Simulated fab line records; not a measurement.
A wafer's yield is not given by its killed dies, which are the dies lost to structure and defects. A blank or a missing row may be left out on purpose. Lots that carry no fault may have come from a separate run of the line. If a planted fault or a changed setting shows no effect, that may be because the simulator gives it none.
fab line records	flow sky130
record lots=13	wafers=39	lastDay=50
route steps=708 shown VIA1@461 METAL2@485 PAD_OPEN@708
lots that met no fault: taken from a fault-free run of the same line
startH: hours from the record's first day to the start of the lot's first wafer shown	waitH: hours elapsed since this lot's preceding step	" repeats the value in the row above	L1.1+2: a single row standing in for several wafers	- no value, or no start given	* or withheld: withheld	< > ~ a bound
route shown NAME@n: names a module that has steps shown in the file, with the first one's number in the route	usual: average and standard deviation across the fault-free wafers	same: alike in all rows	chamber/n: place in a boat	sites: per-site readings	_std_site: the values' standard deviation	_edge_site: mean of outer sites minus mean of inner sites	radiusMm: for every site, how far away it sits from the centre of the wafer	mask NAME#n: copy n	behind: the last tool/chamber to shape the wafer	hold: reason for holding the lot/hours on hold/outcome of the hold	device: names the non-switching transistor (n, p or np)	end of line: at the end of the route, the tests of the same wafers	a step with no rows: only its recipe	killed: at the first sort, the dies lost to defects and structure; wafer yield is something else	map: a wafer's dies, marking killed ones x, the rest . and places with no die _
set.NAME: the setting the step ran with; set.NAME@STEP: the setting that earlier step ran with	model.NAME: the simulator's own value behind a step, which no gauge read
one table for each step of the route and one row for each wafer, over a sample of lots
services: when a tool's chamber went out of use (startH, in hours from the record's first day, below 0 if earlier), for how many hours, and the reason
## steps
# step SKY_VIA1_BOW_MEAS_03
# recipe mode=bow
# usual VIA1_BOW=79/6.7
lot.wafer	tool	chamber	startH	waitH	VIA1_BOW[um]
L250.1	filmMetro-02	-	768.40	0.1	82
L250.3	"	-	"	"	70
L250.5	"	-	"	"	81
L251.1	filmMetro-03	-	776.50	0.1	73
L251.4	"	-	"	"	84
L251.6	"	-	"	"	80
L253.2	filmMetro-03	-	796.37	0.2	87
L253.3	"	-	"	"	80
L253.5	"	-	"	"	74
L256.2	filmMetro-03	-	820.43	0.2	78
L256.3	"	-	"	"	88
L256.4	"	-	"	"	81
L257.1	filmMetro-03	-	831.03	0.1	80
L257.3	"	-	"	"	93
L257.5	"	-	"	"	89
L259.2	filmMetro-02	-	839.16	0.2	86
L259.4	"	-	"	"	86
L259.6	"	-	"	"	77
L260.1	filmMetro-02	-	845.39	0.2	91
L260.3	"	-	"	"	66
L260.5	"	-	"	"	70
L261.1	filmMetro-03	-	852.73	0.2	77
L261.3	"	-	"	"	76
L261.5	"	-	"	"	83
L264.1	filmMetro-01	-	875.66	0.2	75
L264.3	"	-	"	"	84
L264.6	"	-	"	"	77
L267.1	filmMetro-01	-	899.76	0.2	67
L267.4	"	-	"	"	82
L267.5	"	-	"	"	74
L268.3	filmMetro-03	-	902.60	0.1	86
L268.4	"	-	"	"	82
L268.5	"	-	"	"	63
L272.1	filmMetro-03	-	942.83	0.1	75
L272.5	"	-	"	"	95
L272.6	"	-	"	"	76
L273.3	filmMetro-03	-	949.38	0.2	89
L273.4	"	-	"	"	66
L273.5	"	-	"	"	76
# step SKY_VIA1_SPUTTER_20
# recipe material=TiN	targetThkNm=20	chamberPressurePa=5	powerW=4000	timeS=80
# usual throttleValvePct=30.0/1.1
lot.wafer	tool	chamber	startH	waitH	throttleValvePct
L250.1	pvdSputter-04	-	796.85	0.0	30.1
L250.3	"	-	"	"	30.0
L250.5	"	-	"	"	29.9
L251.1	pvdSputter-01	-	803.59	0.0	29.9
L251.4	"	-	"	"	29.5
L251.6	"	-	"	"	30.1
L253.2	pvdSputter-04	-	823.53	0.0	29.5
L253.3	"	-	"	"	30.2
L253.5	"	-	"	"	29.4
L256.2	pvdSputter-04	-	847.57	0.0	29.9
L256.3	"	-	"	"	30.7
L256.4	"	-	"	"	29.6
L257.1	pvdSputter-02	-	858.18	0.0	30.1
L257.3	"	-	"	"	31.2
L257.5	"	-	"	"	30.4
L259.2	pvdSputter-01	-	866.72	0.0	29.9
L259.4	"	-	"	"	29.3
L259.6	"	-	"	"	29.0
L260.1	pvdSputter-01	-	871.83	0.0	29.3
L260.3	"	-	"	"	30.1
L260.5	"	-	"	"	26.6
L261.1	pvdSputter-04	-	879.57	0.0	30.0
L261.3	"	-	"	"	30.1
L261.5	"	-	"	"	30.7
L264.1	pvdSputter-04	-	901.63	0.0	30.5
L264.3	"	-	"	"	30.1
L264.6	"	-	"	"	29.8
L267.1	pvdSputter-04	-	925.13	0.0	30.2
L267.4	"	-	"	"	29.5
L267.5	"	-	"	"	30.7
L268.3	pvdSputter-02	-	927.88	0.0	31.2
L268.4	"	-	"	"	30.4
L268.5	"	-	"	"	30.4
L272.1	pvdSputter-02	-	968.34	0.0	30.5
L272.5	"	-	"	"	30.8
L272.6	"	-	"	"	30.7
L273.3	pvdSputter-04	-	974.73	0.0	30.6
L273.4	"	-	"	"	30.0
L273.5	"	-	"	"	30.5
# step SKY_VIA1_CMP_24
# recipe stopOn=SiO2	tOverpolishS=15	downForcePsi=3.5	platenRpm=60	targetThkNm=0	padVelocityMS=0.94248
# usual edgeZonePressureFrac=0.999/0.0048	headPressurePsi=3.499/0.0066	motorCurrentA=11.7/0.72	overpolishRunS=15.000/0.0087	platenRpm=60.00/0.039	timeToEndpointS=63/3.4
lot.wafer	tool	chamber	startH	waitH	edgeZonePressureFrac	headPressurePsi	motorCurrentA	overpolishRunS	platenRpm	timeToEndpointS
L250.1	cmp-02	1	797.33	0.2	0.992	3.502	10.8	15.006	59.93	71
L250.3	"	2	"	"	1.002	3.501	11.4	14.994	59.91	65
L250.5	"	1	"	"	0.996	3.502	10.5	15.011	60.02	67
L251.1	cmp-01	1	803.97	0.1	1.001	3.499	11.6	14.991	60.04	56
L251.4	"	3	"	"	0.999	3.505	11.4	14.999	59.98	62
L251.6	"	1	"	"	1.000	3.501	12.0	15.007	59.96	57
L253.3	cmp-02	2	823.87	0.0	0.991	3.498	10.9	14.997	59.97	62
L253.2	"	1	"	"	1.004	3.490	10.8	14.999	59.98	63
L253.5	"	3	"	"	1.000	3.504	11.8	14.997	60.04	64
L256.4	cmp-02	2	847.91	0.0	0.991	3.491	10.7	14.998	60.03	65
L256.2	"	0	"	"	0.995	3.495	13.2	15.005	60.00	63
L256.3	"	1	"	"	0.999	3.507	10.9	15.002	60.00	68
L257.3	cmp-02	0	859.32	0.8	0.994	3.499	13.0	15.010	60.07	66
L257.1	"	1	"	"	1.008	3.500	10.6	15.008	59.99	68
L257.5	"	3	"	"	0.995	3.503	11.6	14.994	59.98	69
L259.4	cmp-02	0	867.32	0.3	1.001	3.495	12.4	15.004	59.97	62
L259.2	"	1	"	"	0.997	3.496	10.9	14.993	59.98	65
L259.6	"	2	"	"	0.996	3.504	10.4	15.001	60.05	69
L260.1	cmp-02	3	872.16	0.1	1.000	3.491	11.4	15.009	59.95	68
L260.3	"	2	"	"	0.996	3.500	10.3	15.002	59.94	65
L260.5	"	3	"	"	0.995	3.493	12.2	15.003	59.96	66
L261.3	cmp-01	2	879.90	0.0	1.000	3.491	12.1	14.995	59.96	68
L261.1	"	3	"	"	0.993	3.502	11.2	14.999	60.02	60
L261.5	"	2	"	"	1.003	3.500	12.2	14.982	59.96	64
L264.3	cmp-01	2	902.06	0.1	0.994	3.502	12.3	15.003	60.00	68
L264.1	"	3	"	"	1.000	3.485	11.9	15.008	59.94	62
L264.6	"	1	"	"	1.003	3.499	12.1	14.993	59.99	61
L267.1	cmp-01	3	925.46	0.1	-	-	-	-	-	-
L267.4	"	0	"	"	-	-	-	-	-	-
L267.5	"	0	"	"	-	-	-	-	-	-
L268.3	cmp-02	3	928.32	0.1	-	-	-	-	-	-
L268.4	"	0	"	"	-	-	-	-	-	-
L268.5	"	2	"	"	-	-	-	-	-	-
L272.1	cmp-01	3	968.68	0.1	1.000	3.502	11.9	15.000	60.04	62
L272.6	"	3	"	"	0.994	3.507	10.8	15.006	59.99	64
L272.5	"	0	"	"	1.002	3.491	12.5	14.996	59.98	61
L273.3	cmp-02	2	975.11	0.1	1.003	3.509	10.7	15.006	59.93	62
L273.4	"	0	"	"	0.992	3.498	12.6	14.997	59.98	62
L273.5	"	1	"	"	0.999	3.495	10.4	15.012	60.00	65
# step SKY_METAL2_SPUTTER_02
# recipe material=AlCu	targetThkNm=250	powerW=10600	timeS=13.3	chamberPressurePa=0.4
# usual throttleValvePct=30.0/1.4
lot.wafer	tool	chamber	startH	waitH	throttleValvePct
L250.1	pvdSputter-01	-	797.68	0.0	29.2
L250.3	"	-	"	"	26.7
L250.5	"	-	"	"	29.4
L251.1	pvdSputter-03	-	804.27	0.0	31.9
L251.4	"	-	"	"	28.2
L251.6	"	-	"	"	31.6
L253.2	pvdSputter-04	-	824.24	0.0	30.7
L253.3	"	-	"	"	29.1
L253.5	"	-	"	"	30.2
L256.2	pvdSputter-04	-	848.25	0.0	30.8
L256.3	"	-	"	"	29.8
L256.4	"	-	"	"	29.5
L257.1	pvdSputter-03	-	859.56	0.0	30.9
L257.3	"	-	"	"	28.2
L257.5	"	-	"	"	30.9
L259.2	pvdSputter-03	-	867.57	0.0	31.2
L259.4	"	-	"	"	28.5
L259.6	"	-	"	"	30.9
L260.1	pvdSputter-04	-	872.51	0.0	30.5
L260.3	"	-	"	"	29.5
L260.5	"	-	"	"	30.0
L261.1	pvdSputter-01	-	880.25	0.0	29.2
L261.3	"	-	"	"	26.6
L261.5	"	-	"	"	29.2
L264.1	pvdSputter-03	-	902.31	0.0	30.9
L264.3	"	-	"	"	31.7
L264.6	"	-	"	"	31.4
L272.1	pvdSputter-03	-	969.03	0.0	31.2
L272.5	"	-	"	"	31.7
L272.6	"	-	"	"	30.9
L273.3	pvdSputter-03	-	975.41	0.0	31.0
L273.4	"	-	"	"	31.9
L273.5	"	-	"	"	31.0
# step SKY_PAD_OPEN_PROBE_99
# usual defectLimitedYield=82.5/2	killed_at_M0_to_M3=43/6.8	killed_at_M4_up=3.3/2.1	killedAtContacts=24/5	killedAtFrontEnd=15/4.4	killedAtOther=0.3/0.57	killedDies=86/9.7	killedOnRim=17/3.6	killedOpen=47/7.3	killedShort=39/6.1	sort_bin_3_pad_short=0.8/0.38	sort_bin_5_function=10.5/1.5	sort_bin_6_memory=6.2/1.1	sortNPass=406/9.7	sortYieldPct=82.5/2
# same grossDies=492	killedAtBackSide=0	sort_bin_4_leakage[%]=0	sort_bin_8_speed[%]=0
lot.wafer	tool	chamber	startH	waitH	defectLimitedYield[%]	killed_at_M0_to_M3	killed_at_M4_up	killedAtContacts	killedAtFrontEnd	killedAtOther	killedDies	killedOnRim	killedOpen	killedShort	sort_bin_3_pad_short[%]	sort_bin_5_function[%]	sort_bin_6_memory[%]	sortNPass	sortYieldPct[%]
L250.1	prober-02	-	1078.52	0.1	80.5	47	5	23	21	0	96	26	59	36	0.2	12.2	7.1	396	80.5
L250.3	prober-02	-	1078.62	0.2	82.7	44	2	26	13	0	85	16	45	39	1.2	10.4	5.7	407	82.7
L250.5	prober-02	-	1078.72	0.2	82.7	40	5	25	15	0	85	16	47	37	1.0	9.3	6.9	407	82.7
L251.1	prober-01	-	1082.90	0.1	85.0	41	2	22	8	1	74	14	31	43	0.4	10.2	4.5	418	85.0
L251.4	prober-01	-	1083.05	0.2	81.9	39	5	28	16	1	89	14	53	34	1.0	12.4	4.7	403	81.9
L251.6	prober-01	-	1083.15	0.2	83.7	35	4	30	11	0	80	20	47	33	1.0	9.1	6.1	412	83.7
L253.2	prober-01	-	1103.26	0.1	82.1	44	3	22	18	1	88	13	54	32	0.8	12.4	4.7	404	82.1
L256.2	prober-02	-	1120.87	0.1	80.7	45	2	32	15	1	95	18	53	42	0.6	12.2	6.5	397	80.7
L256.3	prober-02	-	1120.92	0.2	83.7	35	1	28	16	0	80	19	41	39	1.4	7.3	7.5	412	83.7
L256.4	prober-02	-	1120.97	0.2	83.3	35	6	27	14	0	82	18	48	34	1.2	8.9	6.5	410	83.3
L257.1	prober-01	-	1128.77	0.1	84.8	33	2	20	19	1	75	16	33	41	0.6	10.4	4.3	417	84.8
L257.3	prober-01	-	1128.87	0.2	82.3	47	4	19	17	0	87	24	36	50	0.6	10.8	6.3	405	82.3
L257.5	prober-01	-	1128.97	0.2	84.8	38	3	23	11	0	75	19	40	34	0.8	8.9	5.5	417	84.8
L259.2	prober-01	-	1133.60	0.1	81.5	50	2	22	17	0	91	24	53	38	0.8	12.0	5.7	401	81.5
L259.4	prober-01	-	1133.70	0.2	85.4	37	1	20	13	1	72	16	35	37	0.8	8.9	4.9	420	85.4
L259.6	prober-01	-	1133.80	0.2	87.0	28	2	14	20	0	64	18	37	27	0.8	7.3	4.9	428	87.0
L260.1	prober-02	-	1137.16	0.1	82.3	39	5	26	15	2	87	23	50	36	0.8	10.4	6.5	405	82.3
L260.3	prober-02	-	1137.26	0.2	80.3	49	0	32	16	0	97	15	61	36	1.2	10.8	7.7	395	80.3
L260.5	prober-02	-	1137.36	0.2	78.7	59	3	26	16	1	105	23	57	48	1.2	11.2	8.9	387	78.7
L261.1	prober-01	-	1143.38	0.1	82.3	44	6	25	12	0	87	16	52	34	0.6	11.6	5.5	405	82.3
L261.3	prober-01	-	1143.48	0.2	82.9	42	2	24	16	0	84	14	43	41	1.0	10.0	6.1	408	82.9
L261.5	prober-01	-	1143.58	0.2	83.7	41	3	22	14	0	80	19	51	29	0.2	9.8	6.3	412	83.7
L264.1	prober-02	-	1157.32	0.1	81.9	39	3	30	17	0	89	12	38	50	0.8	9.8	7.5	403	81.9
L264.3	prober-02	-	1157.42	0.2	80.9	49	3	24	18	0	94	19	50	44	0.8	13.8	4.5	398	80.9
L264.6	prober-02	-	1157.57	0.2	81.1	47	3	25	18	0	93	16	50	42	0.8	10.6	7.5	399	81.1
L267.1	prober-01	-	1175.63	0.1	0	450	2	22	18	0	492	96	43	50	81.7	13.0	5.3	0	0
L267.4	prober-01	-	1175.78	0.2	0	462	2	15	12	1	492	96	34	29	87.2	8.5	4.3	0	0
L267.5	prober-01	-	1175.83	0.2	0	444	4	25	18	1	492	96	56	36	81.7	11.2	7.1	0	0
L268.3	prober-02	-	1176.96	0.2	0	455	6	19	12	0	492	96	39	28	87.0	7.3	5.7	0	0
L268.4	prober-02	-	1177.01	0.2	0	447	3	27	14	1	492	96	38	43	83.9	10.4	5.7	0	0
L268.5	prober-02	-	1177.06	0.2	0	455	5	21	11	0	492	96	35	38	86.2	9.6	4.3	0	0
L272.1	prober-02	-	1204.03	0.1	81.1	41	6	27	19	0	93	18	58	35	1.0	10.8	7.1	399	81.1
L272.5	prober-02	-	1204.23	0.2	84.1	46	0	18	14	0	78	12	44	34	0.2	10.0	5.7	414	84.1
L272.6	prober-02	-	1204.28	0.2	79.9	58	5	20	16	0	99	22	49	50	1.0	12.6	6.5	393	79.9
L273.3	prober-01	-	1206.56	0.2	77.0	54	6	31	21	1	113	19	71	41	1.8	13.0	8.1	379	77.0
L273.4	prober-01	-	1206.61	0.2	80.9	46	2	22	24	0	94	16	50	44	1.0	11.2	6.9	398	80.9
L273.5	prober-01	-	1206.66	0.2	80.9	36	3	39	15	1	94	18	51	42	1.2	12.0	5.9	398	80.9
# killed by level:class
L250.1 VIA2:geometricParticle:open=10 VIA3:geometricParticle:open=10 LI_CONTACT:geometricParticle:open=8 VIA1:geometricParticle:open=8 FIELD_ISO:geometricParticle:open=7 CONTACT:geometricParticle:open=6 POLY_GATE:geometricParticle:open=5 CONTACT:geometricParticle:short=5
L250.3 VIA1:geometricParticle:open=11 VIA3:geometricParticle:open=9 LI_CONTACT:geometricParticle:open=8 METAL2:geometricParticle:short=7 LOCAL_INTERCONNECT:geometricParticle:short=6 CONTACT:geometricParticle:open=6 VIA1:geometricParticle:short=4 VIA2:geometricParticle:open=4
L250.5 VIA1:geometricParticle:open=11 LI_CONTACT:geometricParticle:open=9 CONTACT:geometricParticle:open=7 VIA1:geometricParticle:short=7 CONTACT:geometricParticle:short=5 VIA2:geometricParticle:open=5 POLY_GATE:geometricParticle:open=4 METAL1:geometricParticle:short=4
L251.1 CONTACT:geometricParticle:open=9 VIA3:geometricParticle:open=9 METAL1:geometricParticle:short=7 METAL2:geometricParticle:short=6 VIA1:geometricParticle:short=5 VIA1:geometricParticle:open=5 VIA3:geometricParticle:short=4 FIELD_ISO:geometricParticle:short=3
L251.4 VIA1:geometricParticle:open=13 CONTACT:geometricParticle:open=9 VIA2:geometricParticle:open=8 LI_CONTACT:geometricParticle:open=7 SPACER:geometricParticle:open=5 METAL1:geometricParticle:short=5 METAL4:geometricParticle:short=5 CONTACT:geometricParticle:short=4
L251.6 CONTACT:geometricParticle:open=10 LI_CONTACT:geometricParticle:open=8 VIA1:geometricParticle:open=7 CONTACT:geometricParticle:short=6 VIA3:geometricParticle:open=5 METAL2:geometricParticle:short=4 VIA2:geometricParticle:open=4 FIELD_ISO:geometricParticle:short=3
L253.2 VIA1:geometricParticle:open=10 VIA2:geometricParticle:open=7 VIA3:geometricParticle:open=7 FIELD_ISO:geometricParticle:short=6 LI_CONTACT:geometricParticle:open=6 CONTACT:geometricParticle:open=6 FIELD_ISO:geometricParticle:open=5 LOCAL_INTERCONNECT:geometricParticle:short=5
L256.2 CONTACT:geometricParticle:open=10 VIA1:geometricParticle:open=9 LI_CONTACT:geometricParticle:open=8 VIA2:geometricParticle:open=8 LOCAL_INTERCONNECT:geometricParticle:short=6 POLY_GATE:geometricParticle:open=5 CONTACT:geometricParticle:short=5 METAL2:geometricParticle:short=5
L256.3 CONTACT:geometricParticle:short=8 CONTACT:geometricParticle:open=8 VIA1:geometricParticle:open=8 FIELD_ISO:geometricParticle:open=7 METAL2:geometricParticle:short=6 LI_CONTACT:geometricParticle:open=5 LOCAL_INTERCONNECT:geometricParticle:short=4 VIA3:geometricParticle:open=4
L256.4 VIA1:geometricParticle:open=10 CONTACT:geometricParticle:open=8 CONTACT:geometricParticle:short=7 FIELD_ISO:geometricParticle:open=6 LI_CONTACT:geometricParticle:open=6 METAL1:geometricParticle:open=6 METAL4:geometricParticle:short=6 LOCAL_INTERCONNECT:geometricParticle:short=4
L257.1 CONTACT:geometricParticle:open=10 VIA1:geometricParticle:open=7 FIELD_ISO:geometricParticle:short=6 CONTACT:geometricParticle:short=5 METAL1:geometricParticle:short=5 METAL2:geometricParticle:short=4 VIA2:geometricParticle:short=4 VIA3:geometricParticle:short=4
L257.3 METAL2:geometricParticle:short=12 VIA3:geometricParticle:open=8 VIA1:geometricParticle:open=7 LOCAL_INTERCONNECT:geometricParticle:short=6 CONTACT:geometricParticle:open=5 VIA1:geometricParticle:short=5 FIELD_ISO:geometricParticle:short=4 POLY_GATE:geometricParticle:short=4
L257.5 CONTACT:geometricParticle:open=9 VIA1:geometricParticle:open=9 VIA1:geometricParticle:short=6 VIA2:geometricParticle:open=5 VIA3:geometricParticle:open=5 LOCAL_INTERCONNECT:geometricParticle:short=4 FIELD_ISO:geometricParticle:short=3 POLY_GATE:geometricParticle:short=3
L259.2 VIA2:geometricParticle:open=12 LI_CONTACT:geometricParticle:open=10 VIA1:geometricParticle:open=8 VIA1:geometricParticle:short=6 FIELD_ISO:geometricParticle:short=5 CONTACT:geometricParticle:open=5 CONTACT:geometricParticle:short=5 METAL1:geometricParticle:short=5
L259.4 LI_CONTACT:geometricParticle:short=6 METAL1:geometricParticle:short=6 POLY_GATE:geometricParticle:open=5 LOCAL_INTERCONNECT:geometricParticle:short=5 VIA3:geometricParticle:open=5 VIA1:geometricParticle:open=4 LI_CONTACT:geometricParticle:open=4 METAL2:geometricParticle:open=4
L259.6 POLY_GATE:geometricParticle:open=7 CONTACT:geometricParticle:open=6 VIA1:geometricParticle:open=5 FIELD_ISO:geometricParticle:short=4 METAL1:geometricParticle:short=4 VIA2:geometricParticle:open=4 VIA3:geometricParticle:open=4 POLY_GATE:geometricParticle:short=3
L260.1 LI_CONTACT:geometricParticle:open=11 CONTACT:geometricParticle:open=8 METAL2:geometricParticle:short=7 VIA2:geometricParticle:open=7 VIA1:geometricParticle:open=6 FIELD_ISO:geometricParticle:open=5 VIA1:geometricParticle:short=4 FIELD_ISO:geometricParticle:short=4
L260.3 LI_CONTACT:geometricParticle:open=12 CONTACT:geometricParticle:open=9 METAL2:geometricParticle:short=9 VIA3:geometricParticle:open=8 VIA2:geometricParticle:open=8 VIA1:geometricParticle:open=7 FIELD_ISO:geometricParticle:open=5 VIA2:geometricParticle:short=4
L260.5 VIA1:geometricParticle:open=12 CONTACT:geometricParticle:open=9 VIA3:geometricParticle:open=9 FIELD_ISO:geometricParticle:open=6 METAL3:geometricParticle:short=6 VIA2:geometricParticle:short=6 METAL2:geometricParticle:open=6 METAL2:geometricParticle:short=6
L261.1 VIA1:geometricParticle:open=18 LI_CONTACT:geometricParticle:open=10 CONTACT:geometricParticle:short=7 VIA2:geometricParticle:open=6 CONTACT:geometricParticle:open=5 VIA1:geometricParticle:short=5 POLY_GATE:geometricParticle:open=4 METAL2:geometricParticle:short=4
L261.3 CONTACT:geometricParticle:open=10 LI_CONTACT:geometricParticle:open=7 VIA3:geometricParticle:short=7 METAL2:geometricParticle:short=5 CONTACT:geometricParticle:short=5 VIA1:geometricParticle:open=5 POLY_GATE:geometricParticle:open=4 VIA3:geometricParticle:open=4
L261.5 LI_CONTACT:geometricParticle:open=9 CONTACT:geometricParticle:open=8 VIA3:geometricParticle:open=7 METAL1:geometricParticle:short=6 VIA1:geometricParticle:open=5 VIA2:geometricParticle:open=5 POLY_GATE:geometricParticle:short=4 CONTACT:geometricParticle:short=3
L264.1 CONTACT:geometricParticle:open=10 CONTACT:geometricParticle:short=9 METAL2:geometricParticle:short=7 FIELD_ISO:geometricParticle:short=6 VIA1:geometricParticle:short=6 VIA3:geometricParticle:open=6 LI_CONTACT:geometricParticle:open=5 METAL1:geometricParticle:short=5
L264.3 VIA1:geometricParticle:open=14 CONTACT:geometricParticle:open=9 CONTACT:geometricParticle:short=7 VIA2:geometricParticle:open=7 VIA3:geometricParticle:open=6 METAL1:geometricParticle:short=5 METAL2:geometricParticle:short=5 POLY_GATE:geometricParticle:short=4
L264.6 CONTACT:geometricParticle:open=14 VIA2:geometricParticle:open=9 VIA1:geometricParticle:open=8 METAL2:geometricParticle:short=6 VIA2:geometricParticle:short=6 CONTACT:geometricParticle:short=5 VIA3:geometricParticle:open=5 POLY_GATE:geometricParticle:open=4
L267.1 VIA1:areaCmp=398 VIA1:geometricParticle:open=14 VIA1:geometricParticle:short=7 LOCAL_INTERCONNECT:geometricParticle:short=7 METAL1:geometricParticle:short=6 VIA2:geometricParticle:open=6 FIELD_ISO:geometricParticle:open=5 LI_CONTACT:geometricParticle:open=5
L267.4 VIA1:areaCmp=428 VIA1:geometricParticle:open=7 METAL1:geometricParticle:short=6 VIA3:geometricParticle:open=5 LI_CONTACT:geometricParticle:open=5 CONTACT:geometricParticle:open=5 VIA2:geometricParticle:open=4 POLY_GATE:geometricParticle:short=3
L267.5 VIA1:areaCmp=400 CONTACT:geometricParticle:open=13 VIA1:geometricParticle:open=11 LI_CONTACT:geometricParticle:open=7 VIA3:geometricParticle:open=6 VIA2:geometricParticle:open=6 VIA1:geometricParticle:short=5 POLY_GATE:geometricParticle:open=4
L268.3 VIA1:areaCmp=424 LI_CONTACT:geometricParticle:open=8 VIA3:geometricParticle:open=7 CONTACT:geometricParticle:open=6 VIA2:geometricParticle:open=5 POLY_GATE:geometricParticle:short=4 VIA1:geometricParticle:open=4 VIA2:geometricParticle:short=4
L268.4 VIA1:areaCmp=410 VIA1:geometricParticle:open=14 CONTACT:geometricParticle:short=10 METAL1:geometricParticle:short=6 CONTACT:geometricParticle:open=6 POLY_GATE:geometricParticle:open=5 LI_CONTACT:geometricParticle:short=4 VIA2:geometricParticle:short=4
L268.5 VIA1:areaCmp=419 CONTACT:geometricParticle:open=8 VIA1:geometricParticle:short=7 LI_CONTACT:geometricParticle:open=6 METAL1:geometricParticle:short=5 METAL4:geometricParticle:short=5 VIA3:geometricParticle:open=5 LOCAL_INTERCONNECT:geometricParticle:short=4
L272.1 CONTACT:geometricParticle:open=10 VIA2:geometricParticle:open=10 VIA1:geometricParticle:open=10 LI_CONTACT:geometricParticle:open=8 VIA3:geometricParticle:open=6 METAL4:geometricParticle:short=6 FIELD_ISO:geometricParticle:open=4 POLY_GATE:geometricParticle:open=4
L272.5 VIA3:geometricParticle:open=10 VIA2:geometricParticle:open=9 VIA1:geometricParticle:open=9 LI_CONTACT:geometricParticle:open=6 LOCAL_INTERCONNECT:geometricParticle:short=5 VIA1:geometricParticle:short=5 POLY_GATE:geometricParticle:open=4 METAL1:geometricParticle:short=4
L272.6 VIA1:geometricParticle:open=11 CONTACT:geometricParticle:open=9 METAL1:geometricParticle:short=9 VIA3:geometricParticle:open=9 VIA2:geometricParticle:open=7 VIA1:geometricParticle:short=6 METAL3:geometricParticle:short=5 FIELD_ISO:geometricParticle:open=4
L273.3 VIA1:geometricParticle:open=14 LI_CONTACT:geometricParticle:open=12 CONTACT:geometricParticle:open=11 VIA2:geometricParticle:open=10 VIA3:geometricParticle:open=7 METAL1:geometricParticle:short=7 FIELD_ISO:geometricParticle:short=6 POLY_GATE:geometricParticle:short=6
L273.4 VIA1:geometricParticle:open=9 CONTACT:geometricParticle:open=7 POLY_GATE:geometricParticle:open=7 LI_CONTACT:geometricParticle:open=6 METAL1:geometricParticle:short=6 METAL2:geometricParticle:short=6 FIELD_ISO:geometricParticle:short=5 VIA1:geometricParticle:short=5
L273.5 CONTACT:geometricParticle:open=16 CONTACT:geometricParticle:short=10 VIA2:geometricParticle:open=7 VIA1:geometricParticle:open=6 VIA2:geometricParticle:short=6 LI_CONTACT:geometricParticle:open=5 VIA3:geometricParticle:short=5 POLY_GATE:geometricParticle:open=4
## services
tool	chamber	startH	hours	kind
cmp-01	-	828.70	3.0	repair
pvdSputter-04	-	833.94	1.9	repair
cmp-02	-	834.26	0.9	repair
cmp-02	-	849.20	1.7	repair
cmp-01	-	853.24	22.5	repair
pvdSputter-01	-	866.96	4.5	repair
pvdSputter-04	-	876.63	1.0	repair
pvdSputter-03	1	881.85	-	consumableReplace:kit
pvdSputter-03	1	881.85	18.0	scheduledDown
pvdSputter-03	1	881.85	18.0	ventCycle
pvdSputter-02	-	883.16	9.8	repair
cmp-01	-	884.82	0.6	repair
cmp-01	-	892.58	1.4	repair
cmp-02	-	912.00	4.0	pm
cmp-02	-	916.00	-	consumableReplace:conditioner
cmp-02	-	916.00	-	consumableReplace:pad
pvdSputter-04	-	927.67	9.4	repair
pvdSputter-01	-	928.76	1.2	repair
pvdSputter-01	3	944.86	-	consumableReplace:kit
pvdSputter-01	3	944.86	18.0	scheduledDown
pvdSputter-01	3	944.86	18.0	ventCycle
pvdSputter-04	-	945.56	3.0	repair
pvdSputter-02	-	954.52	2.0	repair
cmp-01	-	963.02	4.9	repair
## key
firstSign step=SKY_VIA1_CMP_24	reading=toolRecord	direction=missing
effect step=SKY_PAD_OPEN_PROBE_99	reading=sort_bin_3_pad_short	direction=up	sigmas=99+	usual=0.8	struck=84.6
moreKillsBornAt SKY_VIA1_CMP_24@cmp-02=1245	SKY_VIA1_CMP_24@cmp-01=1215
metAt SKY_VIA1_CMP_24
struckLots L267,L268
laterRowsLeftOut L267.1,L267.4,L267.5,L268.3,L268.4,L268.5
notActingAt SKY_VIA1_BOW_MEAS_03,SKY_VIA1_SPUTTER_20,SKY_METAL2_SPUTTER_02
onsetBetween 902.06 925.46
fault kind=skippedStepWhole	tool=cmp-01,cmp-02	chamber=-	onsetH=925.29	steps=SKY_VIA1_CMP_24	scope=struckLotsOnly
# laterRowsLeftOut: the simulator's readings of these wafers behind a module that went badly wrong aren't trusted and aren't shown, but for the sort
